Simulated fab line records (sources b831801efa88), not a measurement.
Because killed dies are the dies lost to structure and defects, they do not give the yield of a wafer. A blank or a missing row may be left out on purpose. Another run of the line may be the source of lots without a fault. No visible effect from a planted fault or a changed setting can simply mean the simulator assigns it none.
A struck lot beside a sound one    flow sfq_line    42 out of 325 route steps
Sound: these wafers, L971.1, L971.2, L971.5. Struck: wafer L976.4 (left out: L976.3, L976.5 of the same lot, which were not struck); the cause appears at the end.
Order at every step that has rows: each side's tool, ch and its chambers, its first start. Under that, the readings that differ: sound wafers    struck wafers    difference of the means    sigmas: that difference in standard deviations of wafers without a fault.
alike: same words and numbers on both sides, and readings whose means sit less than 2 such deviations apart. not compared: any withheld reading, any reading some wafer has no value for, any bound like >300 that may hide the same value, and any number with overlapping values for which the record gives no deviation.
A row with sigmas, a row that says differs or no value, or rows on one side alone: a step with any of these is where the two part. Numbers that don't overlap but have no deviation are shown without sigmas and don't part them. Lack of a reading on every wafer of one side parts them only where that side has two or more wafers.

first, 6 steps without rows for these wafers: SFQ_TRILAYER_I3_VIA_LITHO_COAT_090 (resist thk 62 nm); SFQ_TRILAYER_I3_VIA_LITHO_COAT_085 (resist thk 650 nm); SFQ_TRILAYER_I3_VIA_LITHO_SOFTBAKE_089; SFQ_TRILAYER_I3_VIA_LITHO_EXPOSE_086 (exposes mask I3, target cd 500 nm); SFQ_TRILAYER_I3_VIA_LITHO_PEB_088 (peb time 60 s); SFQ_TRILAYER_I3_VIA_LITHO_DEVELOP_087 (time 60 s).
SFQ_I3_OVL_MEAS_923:
  struck on overlay-02, day 37 13:59; sound on overlay-01, day 34 19:22
  alike: I3_OVL
then, 2 steps without rows for these wafers: SFQ_TRILAYER_I3_VIA_BARC_OPEN_VIA_ETCH_121 (etches BARC in O2, target depth 125 nm, time 41.7 s); SFQ_TRILAYER_I3_VIA_ETCH_VIA_ETCH_088 (etches SiO2 in CHF3, stops on Nb, target depth 260 nm).
SFQ_TRILAYER_I3_VIA_STRIP_STRIP_089: strips in O2.
  sound on rie_metal-03 ch 0,1, day 34 19:33; struck on rie_metal-04 ch 0, day 37 14:22
reading                         sound              struck  difference  sigmas
chamber_pressure_mTorr (mTorr)  50.01 49.93 49.96  50.08   +0.11       +2
drypump_motor_current_A (A)     6.7 6.1 6.1        4.8     -1.5        -3
  alike: oes_product_au
  not compared: rf_hours_counter_h
then, 2 steps without rows for these wafers: SFQ_TRILAYER_I3_VIA_STRIP_SOLV_CLEAN_090 (cleans in NMP, time 600 s); SFQ_TRILAYER_M4_DEP_PRE_CLEAN_092 (time 22.5 s).
SFQ_TRILAYER_M4_DEP_SPUTTER_091: material Nb, target thk 200 nm, time 133.3 s.
  struck on pvd_sputter-06, day 37 14:58; sound on pvd_sputter-05, day 34 20:22
reading                                              sound              struck  difference  sigmas
model.Nb_of_TRILAYER_M4_DEP_SPUTTER_091.thk_nm (nm)  199.3 199.9 198.8  207.3   +8.0        
  alike: base_pressure_pa, cathode_dc_power_W, throttle_valve_pct
SFQ_M4_RS_MEAS_924: measures by four-point-probe.
  struck on film_metro-04, day 37 15:06; sound on film_metro-03, day 34 20:28
reading            sound              struck  difference  sigmas
M4_NB_RS (ohm/sq)  0.896 0.889 0.895  0.860   -0.033      -3
then, 6 steps without rows for these wafers: SFQ_TRILAYER_M4_LITHO_COAT_098 (resist thk 62 nm); SFQ_TRILAYER_M4_LITHO_COAT_093 (resist thk 600 nm); SFQ_TRILAYER_M4_LITHO_SOFTBAKE_097; SFQ_TRILAYER_M4_LITHO_EXPOSE_094 (exposes mask M4, target cd 500 nm); SFQ_TRILAYER_M4_LITHO_PEB_096 (peb time 60 s); SFQ_TRILAYER_M4_LITHO_DEVELOP_095 (time 60 s).
-- the record jumps here: 6 days lie between the struck wafers' starts before and after --
SFQ_M4_OVL_MEAS_926:
  struck on overlay-02, day 43 16:56; sound on overlay-02, day 40 03:58
  alike: M4_OVL
SFQ_TRILAYER_M4_BARC_OPEN_METAL_ETCH_123: etches BARC in O2, target depth 125 nm, time 41.7 s.
  sound on rie_metal-01 ch 0,1, day 40 04:00; struck on rie_metal-02 ch 0, day 43 16:59
  alike: chamber_pressure_mTorr, drypump_motor_current_A, oes_product_au
  not compared: rf_hours_counter_h
SFQ_TRILAYER_M4_ETCH_METAL_ETCH_096: etches Nb in Cl2/Ar, stops on SiO2, target depth 240 nm, time 120 s.
  sound on rie_metal-01 ch 0,1, day 40 04:04; struck on rie_metal-02 ch 0, day 43 17:09
reading                         sound              struck  difference  sigmas
oes_product_au (a.u.)           0.888 0.887 0.891  0.919   +0.030      +4
model.M4.feature_depth_nm (nm)  199.3 199.9 198.8  207.3   +8.0        
model.etch.depth_nm (nm)        199.3 199.9 198.8  207.3   +8.0        
  alike: chamber_pressure_mTorr, drypump_motor_current_A
  not compared: rf_hours_counter_h
then, 2 steps without rows for these wafers: SFQ_TRILAYER_M4_STRIP_STRIP_097 (strips in O2); SFQ_TRILAYER_M4_STRIP_SOLV_CLEAN_098 (cleans in NMP, time 600 s).
SFQ_TRILAYER_I4_DEP_PECVD_099: deposits SiO2 from SiH4/N2O, time 111.11 s, target thk 500 nm.
  sound on pecvd-04 ch 0,1,2, day 40 04:58; struck on pecvd-02 ch 1, day 43 18:41
reading                 sound           struck  difference  sigmas
throttle_valve_pct (%)  24.7 23.9 25.2  22.1    -2.5        -2
  alike: heater_power_w
SFQ_TRILAYER_I4_CMP_CMP_100: polishes SiO2.
  sound on cmp-02 ch 0,1, day 40 09:34; struck on cmp-02 ch 2, day 44 03:45
  alike: motor_current_A, time_to_endpoint_s
SFQ_I4_BOW_MEAS_927:
  struck on film_metro-01, day 44 06:17; sound on film_metro-04, day 40 12:34
reading      sound   struck  difference  sigmas
I4_BOW (um)  6 -5 5  -20     -22         -2
then, 7 steps without rows for these wafers: SFQ_TRILAYER_I4_METRO_MEASURE_101; SFQ_TRILAYER_I4_VIA_LITHO_COAT_108 (resist thk 62 nm); SFQ_TRILAYER_I4_VIA_LITHO_COAT_103 (resist thk 650 nm); SFQ_TRILAYER_I4_VIA_LITHO_SOFTBAKE_107; SFQ_TRILAYER_I4_VIA_LITHO_EXPOSE_104 (exposes mask I4, target cd 700 nm); SFQ_TRILAYER_I4_VIA_LITHO_PEB_106 (peb time 60 s); SFQ_TRILAYER_I4_VIA_LITHO_DEVELOP_105 (time 60 s).
-- the record jumps here: 6 days lie between the struck wafers' starts before and after --
SFQ_I4_OVL_MEAS_928:
  struck on overlay-01, day 49 21:18; sound on overlay-02, day 46 14:31
  alike: I4_OVL
SFQ_TRILAYER_I4_VIA_BARC_OPEN_VIA_ETCH_146: etches BARC in O2, target depth 125 nm, time 41.7 s.
  sound on rie_diel-03 ch 1,2,3, day 46 14:33; struck on rie_diel-03 ch 1, day 49 21:20
  alike: chamber_pressure_mTorr, drypump_motor_current_A, oes_product_au
  not compared: rf_hours_counter_h
then, 4 steps without rows for these wafers: SFQ_TRILAYER_I4_VIA_ETCH_VIA_ETCH_106 (etches SiO2 in CHF3, stops on Nb, target depth 260 nm); SFQ_TRILAYER_I4_VIA_STRIP_STRIP_107 (strips in O2); SFQ_TRILAYER_I4_VIA_STRIP_SOLV_CLEAN_108 (cleans in NMP, time 600 s); SFQ_TRILAYER_JJ_TRILAYER_DEP_PRE_CLEAN_113 (time 22.5 s).
-- the record jumps here: 32 days lie between the struck wafers' starts before and after --
SFQ_M8_BOW_MEAS_951:
  struck on film_metro-04, day 82 04:05; sound on film_metro-02, day 79 07:57
reading                  sound                struck  difference  sigmas
M8_BOW (um)              9 0 9                -20     -26         -2
model.etest.m4.ohm_um    1.778 1.782 1.79     1.721   -0.062      
model.etest.i3.link_ohm  1.96 1.955 1.962     1.916   -0.043      
model.etest.i4.link_ohm  2.186 2.179 2.183    2.146   -0.037      
model.etest.m4.ohm_sq    0.8937 0.8909 0.896  0.8591  -0.0344     

== WHERE THEY PART ==
At SFQ_TRILAYER_I3_VIA_STRIP_STRIP_089 first; at SFQ_M8_BOW_MEAS_951 last (within this record only).

WHY: whatever the simulator had introduced
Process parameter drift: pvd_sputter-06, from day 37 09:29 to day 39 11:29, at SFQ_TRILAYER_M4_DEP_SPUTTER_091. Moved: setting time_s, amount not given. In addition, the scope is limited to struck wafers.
